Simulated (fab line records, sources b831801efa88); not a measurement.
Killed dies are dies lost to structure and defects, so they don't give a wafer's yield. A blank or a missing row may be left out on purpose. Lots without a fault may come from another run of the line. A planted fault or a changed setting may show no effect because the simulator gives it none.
fab line records | flow sky130
record lots=6 wafers=18 last_day=50
route steps=708 shown SONOS_TUNNEL@156 SONOS_ONO@168 PAD_OPEN@708
lots that met no fault: from a run of the same line without faults
start_h: hours from the record's first day to the start of the lot's first wafer shown | wait_h: hours since the lot's step before | " the same as in the row above | L1.1+2: a row that stands for several wafers | - no value, or no start given | * or withheld: withheld | < > ~ a bound
route shown NAME@n: a module of which the file shows steps, and the number in the route of the first | usual: mean/standard deviation of fault-free wafers | same: alike in all rows | chamber/n: place in a boat | sites: the reading at each site | _std_site: their standard deviation | _edge_site: outer sites' mean less inner sites' | radius_mm: how far each site lies from the wafer's centre | mask NAME#n: copy n | behind: the tool/chamber that last shaped the wafer | hold: why the lot was held/for how many hours/how that ended | device: the transistor (n, p or np) that didn't switch | end of line: the same wafers' tests at the end of the route | a step without rows: its recipe alone | killed: dies lost to structure and defects at the first sort, not the wafer's yield | map: a wafer's dies, x killed, . not, _ none there
set.NAME: the setting as run; set.NAME@STEP: as run at that earlier step | model.NAME: the simulator's own value behind a step, which no gauge read
lots at some steps of the route; a table a step, a row a wafer
services: from which hour (start_h, from the record's first day; less than 0 if before it) a tool's chamber was out of use, for how many hours, and why
## steps
# step SKY_SONOS_TUNNEL_COAT_02
# recipe resist=NOVOLAK spin_rpm=3000 resist_thk_nm=1140
# step SKY_SONOS_TUNNEL_SOFTBAKE_03
# recipe temp_c=90 time_s=60 resist=NOVOLAK
# step SKY_SONOS_TUNNEL_EXPOSE_04
# recipe mask_id=TUNM na=0.6 source_shape=conventional sigma_outer=0.6 polarization=unpolarized target_cd_nm=410 dose_mj=136
# step SKY_SONOS_TUNNEL_PEB_05
# recipe temp_c=withheld time_s=* resist=NOVOLAK
# step SKY_SONOS_TUNNEL_DEVELOP_06
# recipe resist=NOVOLAK developer=TMAH develop_time_s=60 dev_temp_c=23
# step SKY_SONOS_TUNNEL_CD_MEAS_07
# recipe target_cd_nm=410
# usual cd_nm=410.2/2.3
# columns lot.wafer tool chamber start_h wait_h cd_nm
L843.1 cd_sem-01 - 273.76 0.1 408.7
L843.4 " - " " 407.9
L843.5 " - " " 407.4
L849.3 cd_sem-02 - 317.69 0.1 414.4
L849.4 " - " " 414.7
L849.6 " - " " 414.0
L850.1 cd_sem-01 - 331.97 0.1 410.1
L850.2 " - " " 410.6
L850.5 " - " " 410.8
L852.1 cd_sem-01 - 336.36 0.1 411.3
L852.4 " - " " 412.9
L852.5 " - " " 410.3
L860.2 cd_sem-01 - 410.32 0.1 409.6
L860.4 " - " " 410.5
L860.5 " - " " 412.9
L861.1 cd_sem-01 - 414.85 0.1 410.9
L861.4 " - " " 408.3
L861.5 " - " " 408.3
# step SKY_SONOS_TUNNEL_OVL_MEAS_08
# usual SONOS_TUNNEL_OVL=0.5/1.1
# columns lot.wafer tool chamber start_h wait_h SONOS_TUNNEL_OVL[nm]
L843.1 overlay-01 - 273.88 0.1 -1.1
L843.4 " - " " -0.4
L843.5 " - " " 1.0
L849.3 overlay-01 - 317.78 0.1 -0.7
L849.4 " - " " 0.7
L849.6 " - " " -0.7
L850.1 overlay-02 - 332.09 0.1 0.6
L850.2 " - " " 0.3
L850.5 " - " " 1.4
L852.1 overlay-02 - 336.48 0.1 1.8
L852.4 " - " " 0.6
L852.5 " - " " 1.1
L860.2 overlay-01 - 410.43 0.1 0.5
L860.4 " - " " 0.1
L860.5 " - " " -0.3
L861.1 overlay-01 - 414.97 0.1 1.8
L861.4 " - " " 2.6
L861.5 " - " " 0.4
# step SKY_SONOS_TUNNEL_IMPLANT_09
# recipe species=B energy_kev=20 dose_cm2=1e+12 tilt_deg=withheld
# step SKY_SONOS_TUNNEL_WET_ETCH_10
# recipe chemistry=dHF target_depth_nm=14 target=SiO2 dilution=100:1 temp_c=25 time_s=280
# step SKY_SONOS_TUNNEL_STRIP_11
# recipe chemistry=SPM time_s=600 temp_c=130
# step SKY_SONOS_TUNNEL_TW_MEAS_12
# usual SONOS_TUNNEL_TW=199/3
# columns lot.wafer tool chamber start_h wait_h SONOS_TUNNEL_TW
L843.1 film_metro-01 - 274.33 0.0 195
L843.4 " - " " 194
L843.5 " - " " 196
L849.3 film_metro-04 - 318.32 0.0 202
L849.4 " - " " 201
L849.6 " - " " 200
L850.1 film_metro-01 - 332.53 0.0 194
L850.2 " - " " 195
L850.5 " - " " 194
L852.1 film_metro-01 - 336.93 0.0 195
L852.4 " - " " 196
L852.5 " - " " 195
L860.2 film_metro-04 - 410.93 0.1 204
L860.4 " - " " 203
L860.5 " - " " 204
L861.1 film_metro-01 - 415.42 0.0 195
L861.4 " - " " 195
L861.5 " - " " 194
# step SKY_SONOS_TUNNEL_CLEAN_13
# recipe chemistry=dHF time_s=20 dilution=100:1 dry=ipa_marangoni
# step SKY_SONOS_ONO_OXIDATION_00
# recipe temp_c=800 ambient=O2 idle_temp_c=700 ramp_up_c_per_min=10 ramp_down_c_per_min=3 stabilise_s=600 purge_s=300 target_thk_a=26 ox_time_s=1249
# usual spike_tc_bottom_C=816/3.4 spike_tc_centre_C=801.5/1.8 spike_tc_lower_C=800.9/1.1 spike_tc_top_C=814/3.7 spike_tc_upper_C=800.2/1.1 tube_center_temp_C=800/0.079 tube_center_temp_C_max=802.0/0.33
# columns lot.wafer tool chamber start_h wait_h spike_tc_bottom_C spike_tc_centre_C spike_tc_lower_C spike_tc_top_C spike_tc_upper_C tube_center_temp_C tube_center_temp_C_max model.SiO2_of_SONOS_ONO_OXIDATION_00.thk_nm
L843.1 furnace-02 0 275.17 0.8 814 803.3 799.8 813 801.3 800.02 801.8 2.658
L843.4 " 0 " " 814 801.8 802.7 810 800.4 800.19 802.1 2.6
L843.5 " 0 " " 813 803.3 800.9 811 800.4 800.01 802.3 2.6
L849.3 furnace-01 0 318.47 0.1 835 813.0 815.8 834 816.6 814.94 817.3 3.179
L849.4 " 0 " " 835 814.2 817.8 834 815.9 814.89 817.0 3.166
L849.6 " 0 " " 835 814.1 815.8 834 814.6 814.75 816.7 3.174
L850.1 furnace-02 0 334.41 1.8 813 801.1 799.6 812 800.7 800.06 802.0 2.651
L850.2 " 0 " " 813 803.7 801.0 814 798.7 799.9 801.8 2.655
L850.5 " 0 " " 813 802.6 800.7 811 802.2 799.93 801.9 2.656
L852.1 furnace-01 0 338.09 1.1 836 814.6 816.5 835 815.3 814.95 817.8 3.149
L852.4 " 0 " " 835 813.8 814.9 833 813.9 814.87 816.5 3.136
L852.5 " 0 " " 834 814.5 814.9 832 814.3 814.8 816.4 3.179
L860.2 furnace-01 0 414.09 3.1 822 798.1 801.1 819 799.6 799.97 801.8 2.598
L860.4 " 0 " " 821 800.1 801.7 821 801.3 800.08 802.0 2.569
L860.5 " 0 " " 820 800.2 802.0 820 800.0 800.1 802.0 2.541
L861.1 furnace-02 0 418.37 2.9 814 802.9 800.0 811 801.3 800.06 802.3 2.529
L861.4 " 0 " " 814 803.9 798.4 812 798.6 800.05 801.8 2.541
L861.5 " 0 " " 813 804.4 800.7 810 800.2 799.95 802.2 2.554
# step SKY_SONOS_ONO_THK_MEAS_01
# recipe reads=SiO2_of_SONOS_ONO_OXIDATION_00
# usual SONOS_ONO_OXIDATION_THK=2.57/0.056
# columns lot.wafer tool chamber start_h wait_h hold SONOS_ONO_OXIDATION_THK[nm]
L843.1 film_metro-01 - 276.52 0.0 - 2.69
L843.4 " - " " - 2.57
L843.5 " - " " - 2.56
L849.3 film_metro-02 - 319.83 0.0 await_dispo/0.2h/release 3.15
L849.4 " - " " await_dispo/0.2h/release 3.21
L849.6 " - " " await_dispo/0.2h/release 3.19
L849.3 film_metro-02 - 320.06 0.2 - 3.15
L849.4 " - " " - 3.16
L849.6 " - " " - 3.20
L850.1 film_metro-02 - 335.76 0.0 - 2.70
L850.2 " - " " - 2.70
L850.5 " - " " - 2.66
L852.1 film_metro-03 - 339.43 0.0 await_dispo/0.2h/release 3.11
L852.4 " - " " await_dispo/0.2h/release 3.10
L852.5 " - " " await_dispo/0.2h/release 3.15
L852.1 film_metro-03 - 339.66 0.2 - 3.18
L852.4 " - " " - 3.14
L852.5 " - " " - 3.21
L860.2 film_metro-02 - 415.45 0.0 - 2.59
L860.4 " - " " - 2.56
L860.5 " - " " - 2.55
L861.1 film_metro-02 - 419.72 0.0 - 2.55
L861.4 " - " " - 2.50
L861.5 " - " " - 2.53
# step SKY_PAD_OPEN_PROBE_99
# usual killed_at_M0_to_M3=45/7.5 killed_at_M4_up=2.8/1.9 killed_at_contacts=25/5.5 killed_at_front_end=14/4 killed_at_other=0.3/0.75 killed_dies=87/9.4 killed_open=47/6.6 killed_short=39/6.6
# same gross_dies=492 killed_at_back_side=0
# columns lot.wafer tool chamber start_h wait_h killed_at_M0_to_M3 killed_at_M4_up killed_at_contacts killed_at_front_end killed_at_other killed_dies killed_open killed_short model.etest.sonos_erased.drive_ua_um model.etest.sonos_uncharged.r_on_ohm_um model.etest.sonos_erased.vt_v model.etest.cap_ono.gate_log10_a_cm2 model.etest.cap_ono.gate_bv_v model.etest.cap_ono.tox_acc_nm model.etest.sonos_programmed.vt_v model.etest.sonos_baked.vt_less_v
L843.1 prober-01 - 1108.34 0.1 33 11 23 19 0 86 47 34 194 791 -2.291 -7.889 16.26 12.85 1.48 -0.5276
L843.4 prober-01 - 1108.49 0.2 41 4 29 16 0 90 43 47 207.8 794.1 -2.357 -7.73 16.45 12.73 1.515 -0.5314
L843.5 prober-01 - 1108.54 0.2 54 3 27 10 0 94 49 45 206.3 794.1 -2.309 -7.821 16.23 12.86 1.421 -0.4809
L849.3 prober-02 - 1133.53 0.2 44 6 25 15 0 90 47 43 97.12 830.2 -1.273 -8.831 17.3 13.6 1.144 -0.2932
L849.4 prober-02 - 1133.58 0.2 47 3 23 19 1 93 48 45 95.8 839.3 -1.348 -8.631 17.48 13.43 1.198 -0.2575
L849.6 prober-02 - 1133.68 0.2 43 1 23 15 0 82 48 34 86.31 853.6 -1.257 -8.771 16.8 13.58 1.173 -0.3244
L850.1 prober-02 - 1139.63 0.1 41 4 18 13 0 76 45 31 195.6 815 -2.274 -7.908 16.21 12.86 1.477 -0.5238
L850.2 prober-02 - 1139.68 0.1 38 5 21 19 0 83 48 35 195.2 813.9 -2.287 -7.813 16.38 12.76 1.568 -0.5272
L850.5 prober-02 - 1139.83 0.2 34 2 24 22 0 82 46 36 206 816.3 -2.238 -7.907 16.68 12.93 1.459 -0.4666
L852.1 prober-01 - 1142.26 0.1 42 8 34 14 0 98 48 50 84.76 849.4 -1.318 -8.812 16.75 13.62 1.166 -0.2541
L852.4 prober-01 - 1142.41 0.2 50 1 17 13 0 81 49 32 91.18 841.9 -1.356 -8.885 17.43 13.56 1.131 -0.2946
L852.5 prober-01 - 1142.46 0.2 48 4 22 13 0 87 50 37 74.49 832.8 -1.128 -9.104 17.3 13.74 1.077 -0.3181
L860.2 prober-01 - 1189.57 0.1 45 2 25 17 0 89 53 36 198.3 797.8 -2.347 -7.647 16.24 12.63 1.57 -0.6007
L860.4 prober-01 - 1189.67 0.2 54 7 21 12 0 94 51 42 212.8 824.5 -2.324 -7.826 16.61 12.79 1.497 -0.54
L860.5 prober-01 - 1189.72 0.2 46 2 24 13 0 85 50 35 173.5 821.9 -2.299 -7.853 16.43 12.77 1.494 -0.5345
L861.1 prober-02 - 1196.17 0.1 46 2 29 16 0 93 41 52 191.2 812.3 -2.377 -7.483 15.77 12.55 1.596 -0.5874
L861.4 prober-02 - 1196.32 0.2 48 0 28 12 0 88 57 31 186 802.6 -2.36 -7.68 16.02 12.61 1.551 -0.5257
L861.5 prober-02 - 1196.37 0.2 43 4 31 12 1 91 46 45 190.3 804.9 -2.396 -7.462 15.76 12.52 1.61 -0.579
# killed by level:class
L843.1 VIA1:geometric_particle:open=9 CONTACT:geometric_particle:open=8 LI_CONTACT:geometric_particle:open=7 VIA2:geometric_particle:open=7 FIELD_ISO:geometric_particle:open=5 METAL4:geometric_particle:short=5 VIA4:area_etch=5 LOCAL_INTERCONNECT:geometric_particle:short=4
L843.4 CONTACT:geometric_particle:open=13 VIA1:geometric_particle:short=7 METAL2:geometric_particle:short=6 VIA2:geometric_particle:open=6 VIA1:geometric_particle:open=5 METAL1:geometric_particle:short=5 CONTACT:geometric_particle:short=5 VIA2:geometric_particle:short=5
L843.5 VIA1:geometric_particle:open=11 LI_CONTACT:geometric_particle:open=11 METAL2:geometric_particle:short=8 VIA2:geometric_particle:open=8 VIA1:geometric_particle:short=7 LOCAL_INTERCONNECT:geometric_particle:short=6 VIA3:geometric_particle:open=6 CONTACT:geometric_particle:open=5
L849.3 VIA1:geometric_particle:open=13 CONTACT:geometric_particle:open=10 VIA3:geometric_particle:open=9 CONTACT:geometric_particle:short=6 LOCAL_INTERCONNECT:geometric_particle:short=5 METAL2:geometric_particle:short=5 METAL1:geometric_particle:short=4 VIA1:geometric_particle:short=4
L849.4 VIA1:geometric_particle:open=10 LI_CONTACT:geometric_particle:open=9 METAL1:geometric_particle:short=9 POLY_GATE:geometric_particle:short=7 CONTACT:geometric_particle:open=6 VIA3:geometric_particle:open=6 METAL2:geometric_particle:short=6 VIA2:geometric_particle:open=5
L849.6 VIA1:geometric_particle:open=10 CONTACT:geometric_particle:open=8 LI_CONTACT:geometric_particle:open=7 VIA2:geometric_particle:open=7 METAL2:geometric_particle:short=7 VIA1:geometric_particle:short=6 POLY_GATE:geometric_particle:open=5 FIELD_ISO:geometric_particle:open=4
L850.1 VIA1:geometric_particle:open=11 CONTACT:geometric_particle:open=7 LI_CONTACT:geometric_particle:open=6 VIA1:geometric_particle:short=6 VIA3:geometric_particle:open=6 FIELD_ISO:geometric_particle:open=4 VIA2:geometric_particle:short=4 FIELD_ISO:geometric_particle:short=3
L850.2 VIA3:geometric_particle:open=12 VIA1:geometric_particle:open=8 CONTACT:geometric_particle:open=7 LI_CONTACT:geometric_particle:open=6 FIELD_ISO:geometric_particle:short=5 CONTACT:geometric_particle:short=5 FIELD_ISO:geometric_particle:open=4 METAL1:geometric_particle:short=4
L850.5 CONTACT:geometric_particle:open=12 VIA1:geometric_particle:open=8 FIELD_ISO:geometric_particle:open=7 POLY_GATE:geometric_particle:short=6 VIA2:geometric_particle:open=6 METAL1:geometric_particle:short=5 POLY_GATE:geometric_particle:open=4 LOCAL_INTERCONNECT:geometric_particle:short=4
L852.1 CONTACT:geometric_particle:open=15 VIA1:geometric_particle:open=9 CONTACT:geometric_particle:short=8 VIA3:geometric_particle:open=7 LOCAL_INTERCONNECT:geometric_particle:short=6 METAL4:geometric_particle:short=6 FIELD_ISO:geometric_particle:short=5 METAL1:geometric_particle:short=5
L852.4 VIA1:geometric_particle:open=12 VIA3:geometric_particle:open=11 CONTACT:geometric_particle:open=8 VIA1:geometric_particle:short=7 METAL1:geometric_particle:short=6 POLY_GATE:geometric_particle:open=4 LI_CONTACT:geometric_particle:open=4 CONTACT:geometric_particle:short=4
L852.5 VIA2:geometric_particle:open=10 CONTACT:geometric_particle:open=9 VIA1:geometric_particle:open=9 VIA1:geometric_particle:short=6 VIA3:geometric_particle:short=6 VIA3:geometric_particle:open=6 CONTACT:geometric_particle:short=5 POLY_GATE:geometric_particle:open=4
L860.2 CONTACT:geometric_particle:open=16 VIA1:geometric_particle:open=11 VIA1:geometric_particle:short=8 VIA3:geometric_particle:open=6 VIA2:geometric_particle:open=6 LI_CONTACT:geometric_particle:open=4 CONTACT:geometric_particle:short=4 METAL1:geometric_particle:short=4
L860.4 VIA1:geometric_particle:open=17 CONTACT:geometric_particle:open=9 CONTACT:geometric_particle:short=8 VIA3:geometric_particle:open=7 VIA1:geometric_particle:short=6 VIA3:geometric_particle:short=5 VIA2:geometric_particle:open=5 FIELD_ISO:geometric_particle:short=4
L860.5 VIA3:geometric_particle:open=11 VIA1:geometric_particle:open=9 CONTACT:geometric_particle:open=8 LI_CONTACT:geometric_particle:open=7 METAL1:geometric_particle:short=7 VIA1:geometric_particle:short=7 VIA2:geometric_particle:open=5 CONTACT:geometric_particle:short=5
L861.1 CONTACT:geometric_particle:open=13 METAL2:geometric_particle:short=9 VIA1:geometric_particle:open=7 VIA2:geometric_particle:short=7 CONTACT:geometric_particle:short=6 POLY_GATE:geometric_particle:short=5 VIA3:geometric_particle:open=5 POLY_GATE:geometric_particle:open=4
L861.4 CONTACT:geometric_particle:open=15 VIA1:geometric_particle:open=11 VIA3:geometric_particle:open=10 METAL1:geometric_particle:short=8 LI_CONTACT:geometric_particle:open=6 VIA2:geometric_particle:open=6 VIA1:geometric_particle:short=4 POLY_GATE:geometric_particle:open=3
L861.5 CONTACT:geometric_particle:open=12 VIA1:geometric_particle:open=8 VIA3:geometric_particle:open=8 LI_CONTACT:geometric_particle:open=7 VIA1:geometric_particle:short=7 LOCAL_INTERCONNECT:geometric_particle:short=5 VIA2:geometric_particle:short=5 POLY_GATE:geometric_particle:short=4
## services
# columns tool chamber start_h hours kind
furnace-02 - 259.57 3.3 pm
furnace-01 - 266.79 3.0 pm
furnace-02 - 375.52 3.0 pm
furnace-01 - 409.29 3.5 pm
## key
first_sign step=SKY_SONOS_ONO_OXIDATION_00 reading=tube_center_temp_C direction=up sigmas=99+ usual=* struck=*
effect step=SKY_SONOS_ONO_OXIDATION_00 reading=tube_center_temp_C_max direction=up sigmas=46 usual=* struck=*
effect step=SKY_SONOS_ONO_THK_MEAS_01 reading=visit direction=added
effect step=SKY_SONOS_ONO_THK_MEAS_01 reading=SONOS_ONO_OXIDATION_THK direction=up sigmas=10 usual=2.57 struck=3.15
model_effect step=SKY_SONOS_ONO_OXIDATION_00 value=SiO2_of_SONOS_ONO_OXIDATION_00.thk_nm without=2.562 struck=3.164
model_effect step=SKY_PAD_OPEN_PROBE_99 value=etest.sonos_erased.drive_ua_um without=176.7 struck=88.28
met_at SKY_SONOS_ONO_OXIDATION_00
struck_wafers L849.3,L849.4,L849.6,L852.1,L852.4,L852.5
tester_left_out L849,L852
fault kind=process_parameter_drift tool=furnace-01 chamber=- onset_h=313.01 steps=SKY_SONOS_ONO_OXIDATION_00 channel=temp_c offset=* shape=step end_h=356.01 acts_in=* stated=*
# tester_left_out: of these lots the tester's yield and bins aren't shown, on N5 and GAA mostly nor the transistor test; their killed dies are dies lost to structure and defects alone, not to doping, threshold or leakage, so they don't give the yield
